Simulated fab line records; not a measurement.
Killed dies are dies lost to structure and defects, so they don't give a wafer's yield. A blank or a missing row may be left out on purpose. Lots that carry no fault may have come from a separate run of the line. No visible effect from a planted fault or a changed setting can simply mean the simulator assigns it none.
Which tool is to blame?    flow gf180mcu    15 lots, 45 wafers sampled, at 3 steps of a route of 602

WHAT EACH GAUGE READ, for each wafer
GF_M2_OVL_MEAS_15. Usual: M2_OVL -2 nm, standard deviation 6.5.
lot   measured      on          M2_OVL (nm)  flag
L277  day 19 07:34  overlay-02  -11 6 -6     
L278  day 19 15:55  overlay-02  -8 -5 -9     
L279  day 20 05:04  overlay-01  -2 1 -2      
L280  day 20 09:10  overlay-01  1 8 -4       
L281  day 20 20:28  overlay-01  -11 -16 -9   
L282  day 21 05:35  overlay-02  3 3 8        
L285  day 22 10:55  overlay-01  8 1 0        
L286  day 22 15:40  overlay-01  6 3 -1       
L287  day 23 01:43  overlay-01  -7 -1 -10    
L290  day 24 02:19  overlay-01  -3 -11 0     
L294  day 25 13:46  overlay-01  1 -3 3       
L297  day 26 02:43  overlay-02  - - -        OFF
L298  day 26 16:16  overlay-01  - - -        OFF
L299  day 26 20:20  overlay-02  - - -        OFF
L300  day 27 00:58  overlay-01  -11 0 -2     

EACH LOT AND THE TOOL THAT RAN IT (in order: tool; ch and the chambers of the sampled wafers; start)
lot   GF_V1_SPUTTER_21              GF_M2_EXPOSE_11
L277  pvd sputter-02, day 18 06:21  krf scanner-01 ch 0, day 18 19:27
L278  pvd sputter-01, day 18 14:22  krf scanner-01 ch 0, day 19 03:51
L279  pvd sputter-04, day 19 03:40  krf scanner-01 ch 0, day 19 17:09
L280  pvd sputter-01, day 19 08:01  krf scanner-02 ch 0, day 19 21:22
L281  pvd sputter-04, day 19 19:23  krf scanner-01 ch 0, day 20 08:13
L282  pvd sputter-01, day 20 04:57  krf scanner-02 ch 0, day 20 18:01
L285  pvd sputter-01, day 21 10:20  krf scanner-02 ch 0, day 21 23:03
L286  pvd sputter-04, day 21 15:43  krf scanner-02 ch 0, day 22 04:31
L287  pvd sputter-02, day 22 01:48  krf scanner-01 ch 0, day 22 14:17
L290  pvd sputter-01, day 23 03:01  krf scanner-01 ch 0, day 23 15:11
L294  pvd sputter-04, day 24 15:46  krf scanner-02 ch 0, day 25 03:31
L297  pvd sputter-01, day 25 04:07  krf scanner-01, day 25 16:13
L298  pvd sputter-02, day 25 18:11  krf scanner-01, day 26 06:04
L299  pvd sputter-02, day 25 22:44  krf scanner-01, day 26 10:17
L300  pvd sputter-02, day 26 04:09  krf scanner-01 ch 0, day 26 15:36
- GF_V1_SPUTTER_21: material Ti, target thk 15 nm, time 80.02 s.
- GF_M2_EXPOSE_11: exposes mask Metal2, target cd 280 nm.

WHAT THE TOOLS THEMSELVES READ (means of the sampled wafers that have a number; where no wafer has one, the mark that the record gives instead)
GF_V1_SPUTTER_21. Usual: substrate temp c 200.00 C, standard deviation 0.16; throttle valve pct 29.3 %, standard deviation 0.68.
lot   tool            substrate temp c (C)  throttle valve pct (%)  flag
L277  pvd sputter-02  199.79                29.8                    
L278  pvd sputter-01  200.01                29.8                    
L279  pvd sputter-04  200.01                29.4                    
L280  pvd sputter-01  200.06                29.5                    
L281  pvd sputter-04  200.12                28.8                    
L282  pvd sputter-01  199.85                29.3                    
L285  pvd sputter-01  200.10                29.5                    
L286  pvd sputter-04  199.93                29.5                    
L287  pvd sputter-02  200.11                29.4                    
L290  pvd sputter-01  199.99                29.7                    
L294  pvd sputter-04  199.99                28.4                    
L297  pvd sputter-01  200.05                29.3                    
L298  pvd sputter-02  199.94                29.3                    
L299  pvd sputter-02  200.19                29.5                    
L300  pvd sputter-02  200.12                29.7                    

GF_M2_EXPOSE_11. Usual: exposure dose mJ cm2 27.96, standard deviation 0.035; focus offset nm 0.0 nm, standard deviation 0.52.
lot   tool            exposure dose mJ cm2  focus offset nm (nm)  flag
L277  krf scanner-01  27.98                 -0.4                  
L278  krf scanner-01  27.95                 0.0                   
L279  krf scanner-01  27.95                 -0.5                  
L280  krf scanner-02  27.98                 -0.1                  
L281  krf scanner-01  27.95                 -0.3                  
L282  krf scanner-02  27.97                 -0.6                  
L285  krf scanner-02  27.97                 0.1                   
L286  krf scanner-02  27.98                 0.3                   
L287  krf scanner-01  27.95                 1.2                   
L290  krf scanner-01  27.96                 -0.3                  
L294  krf scanner-02  27.97                 0.0                   
L297  krf scanner-01  -                     -                     OFF
L298  krf scanner-01  -                     -                     OFF
L299  krf scanner-01  -                     -                     OFF
L300  krf scanner-01  27.93                 0.3                   

THE ANSWER, worked out from the rows above alone
Rule: lot off if the mean of its wafers having a number is beyond 3 standard deviations from the usual mean. Also off: a lot with no number at a reading for which 4 or more lots have one. The other lots that the step has rows for count as sound. After the gauges, taken in route order, come the tools' own readings; for these a lot's mean is taken, as printed above. At the first step where some lot is off, the reading lying furthest off is the one used; lots without a number count as furthest.
Off: at GF_M2_OVL_MEAS_15 (M2_OVL), L297, L298, L299. Without a number there: L297, L298, L299.
If a tool, at a process step before that reading, ran all the lots that are off and no sound lot after the first of them, it fits. The gauges at GF_M2_OVL_MEAS_15 aren't tried: what is off there is off at GF_M2_EXPOSE_11 too, on other tools, and a gauge's error can't cause that. Of those tried, none fits.

WHAT THE SIMULATOR PUT IN
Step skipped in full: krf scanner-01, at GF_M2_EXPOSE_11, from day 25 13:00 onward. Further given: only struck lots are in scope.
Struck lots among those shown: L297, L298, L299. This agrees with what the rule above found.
